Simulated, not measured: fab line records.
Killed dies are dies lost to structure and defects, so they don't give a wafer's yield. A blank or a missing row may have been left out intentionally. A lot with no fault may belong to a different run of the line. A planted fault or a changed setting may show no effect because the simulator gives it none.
Matching of chambers ; flow gf180mcu ; GF_STI_CMP_25 on cmp-02: 4 sister chambers
The step polishes, stops on Si3N4, t overpolish 33 s, target thk 524.6 nm. 4 wafers are shown with their chamber, then 8 later ones without.

## WAFERS, EACH WITH ITS CHAMBER
wafer;chamber;motorCurrentA (A)
L843.1;0;11.6
L843.3;3;11.2
L843.6;1;13.4
L847.4;2;11.2

## WAFERS WHOSE CHAMBER IS MISSING
wafer;motorCurrentA (A)
L847.5;14.2
L847.6;11.0
L856.2;11.4
L856.5;11.7
L856.6;11.3
L857.3;11.9
L857.4;13.2
L857.6;10.6

## CHAMBER TAKEN BY EACH
wafer;from the rows above;in truth
L847.5;1;1
L847.6;can't be placed: 2 or 3 or 0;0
L856.2;can't be placed: 0 or 2 or 3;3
L856.5;can't be placed: 0 or 2 or 3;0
L856.6;can't be placed: 2 or 3 or 0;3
L857.3;can't be placed: 0 or 2 or 3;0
L857.4;1;1
L857.6;can't be placed: 2 or 3 or 0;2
Correct placement for 2 of the 8. Cannot be placed on the basis of these rows: 6; the candidates contain the true chamber in 6. Wrongly placed: 0.
How it was worked out, from the rows above alone: a wafer's distance from a chamber is the root of the sum, over the readings, of the square of ((its reading less the chamber's mean) divided by the reading's scatter). The wafer belongs to the nearest chamber; if the next one is less than 2 further off, it can't be placed. For every chamber, the mean is computed from those of its wafers that are shown. The scatter: root of mean squared gap, hidden wafer to nearest shown wafer, with one shown wafer a chamber.
